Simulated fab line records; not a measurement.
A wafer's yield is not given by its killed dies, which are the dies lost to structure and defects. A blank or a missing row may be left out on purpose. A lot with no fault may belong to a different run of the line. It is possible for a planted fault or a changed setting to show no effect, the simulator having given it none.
2 desks looking at one fault | flow gf180mcu | each desk holds nothing but its own numbers, with what lay behind them at the end

== FROM THE METROLOGY DESK ==
What the gauges read, lot by lot, whatever tool the lot ran on: means of the sampled wafers that have a number. If a lot's mean is further than 4 standard deviations from the usual mean, the lot is out of limits and carries the mark OUT (the distance appears in the brackets).
Columns: A = cdNm at GF_M4_CD_MEAS_14, usual 280.0 nm; B = cdNm at GF_V4_CD_MEAS_14, usual 259.9 nm
lot  | first seen here | A                | B
L191 | day 23 12:30    | 280.0            | 257.5
L192 | day 23 19:34    | 279.5            | 260.3
L194 | day 24 06:31    | 278.6            | 262.9
L193 | day 24 06:40    | 277.7            | 260.6
L195 | day 24 22:32    | 278.9            | 257.9
L196 | day 24 23:20    | 278.8            | 260.6
L197 | day 25 07:03    | 282.0            | 260.0
L198 | day 25 11:31    | 280.7            | 260.9
L202 | day 26 19:34    | 281.2            | 259.2
L203 | day 27 08:50    | 279.7            | 258.8
L204 | day 27 16:52    | 281.7            | 260.4
L211 | day 30 01:01    | 288.0 (+6.7) OUT | 260.0
L213 | day 30 10:37    | 286.8 (+5.6) OUT | 261.4
Finding of this desk: L211, L213 out of limits; the first was L211 at day 30 01:01, on cdNm at GF_M4_CD_MEAS_14. Within limits: L191, L192, L194, L193, L195, L196, L197, L198, L202, L203, L204.

== TOOL OWNER'S DESK, lithoTrack-02 ==
The tool's own readings at GF_M4_SOFTBAKE_10 (time 60 s): means of the sampled wafers that have a number, for each lot that ran on this tool. If a lot's mean is further than 4 standard deviations from the usual mean, the lot is out of limits and carries the mark OUT (the distance appears in the brackets).
Columns: A = heaterPowerTotalW at GF_M4_SOFTBAKE_10, usual 93.05 W; B = plateTempC at GF_M4_SOFTBAKE_10, usual 129.99 C
lot  | first seen here | A               | B
L192 | day 23 08:27    | 93.07           | 130.06
L193 | day 23 19:21    | 93.01           | 130.12
L196 | day 24 12:27    | 93.02           | 129.76
L197 | day 24 20:04    | 93.06           | 129.81
L203 | day 26 21:57    | 93.04           | 129.99
L204 | day 27 06:37    | 93.08           | 130.00
L211 | day 29 15:28    | 90.53 (-43) OUT | 127.14 (-22) OUT
L213 | day 30 01:43    | 90.54 (-43) OUT | 127.24 (-21) OUT
Finding of this desk: L211, L213 out of limits; the first was L211 at day 29 15:28, on heaterPowerTotalW at GF_M4_SOFTBAKE_10. Within limits: L192, L193, L196, L197, L203, L204.

== BROUGHT TOGETHER ==
An alarm could have come from the tool owner's desk at day 29 15:28, on L211, L213.
On L211, L213, the metrology desk was in a position to raise an alarm at day 30 01:01.
All the named lots went through GF_M4_SOFTBAKE_10 on lithoTrack-02.

== WHAT THE SIMULATOR HAD PUT IN ==
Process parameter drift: lithoTrack-02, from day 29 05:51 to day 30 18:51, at GF_M4_SOFTBAKE_10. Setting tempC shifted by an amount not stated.
Struck lots among those shown: L211, L213.
Counting hours from when the fault started, the first reading out of limits came at 10 for the tool owner's desk and at 19 for the metrology desk.
